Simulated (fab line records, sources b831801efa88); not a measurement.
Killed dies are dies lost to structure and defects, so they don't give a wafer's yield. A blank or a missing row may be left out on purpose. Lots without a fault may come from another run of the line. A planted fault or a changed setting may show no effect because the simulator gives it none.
Chamber matching | flow gf180mcu | GF_V3_ETCH_16 on rie_diel-03: 4 sister chambers
The step etches BARC in N2/H2. 4 wafers are shown with their chamber, then 11 later ones without.

WAFERS WITH THEIR CHAMBER
wafer  | chamber | drypump_motor_current_A (A)
L087.4 | 0       | 5.5
L087.6 | 2       | 6.1
L091.2 | 1       | 5.7
L092.1 | 3       | 5.5

WAFERS WITHOUT THEIR CHAMBER
wafer  | drypump_motor_current_A (A)
L092.2 | 5.5
L092.4 | 6.1
L093.1 | 5.7
L093.3 | 6.1
L093.4 | 5.5
L094.1 | 6.1
L094.3 | 5.7
L094.6 | 5.7
L095.1 | 5.7
L095.2 | 6.0
L095.3 | 5.6

WHICH CHAMBER EACH WENT THROUGH
wafer  | from the rows above          | in truth
L092.2 | can't be placed: 0 or 3      | 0
L092.4 | 2                            | 2
L093.1 | 1                            | 1
L093.3 | 2                            | 2
L093.4 | can't be placed: 0 or 3      | 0
L094.1 | 2                            | 2
L094.3 | 1                            | 1
L094.6 | 1                            | 1
L095.1 | 1                            | 1
L095.2 | 2                            | 2
L095.3 | can't be placed: 0 or 3 or 1 | 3
Placed correctly: 8 of 11. Can't be placed from these rows: 3 (the true chamber is among the candidates in 3). Placed wrongly: 0.
How it was worked out, from the rows above alone: a wafer's distance from a chamber is the root of the sum, over the readings, of the square of ((its reading less the chamber's mean) divided by the reading's scatter). The wafer belongs to the nearest chamber; if the next one is less than 2 further off, it can't be placed. A chamber's mean is the mean of its shown wafers. The scatter: with one shown wafer a chamber, the root of the mean of the squares of how far each hidden wafer lies from its nearest shown one.
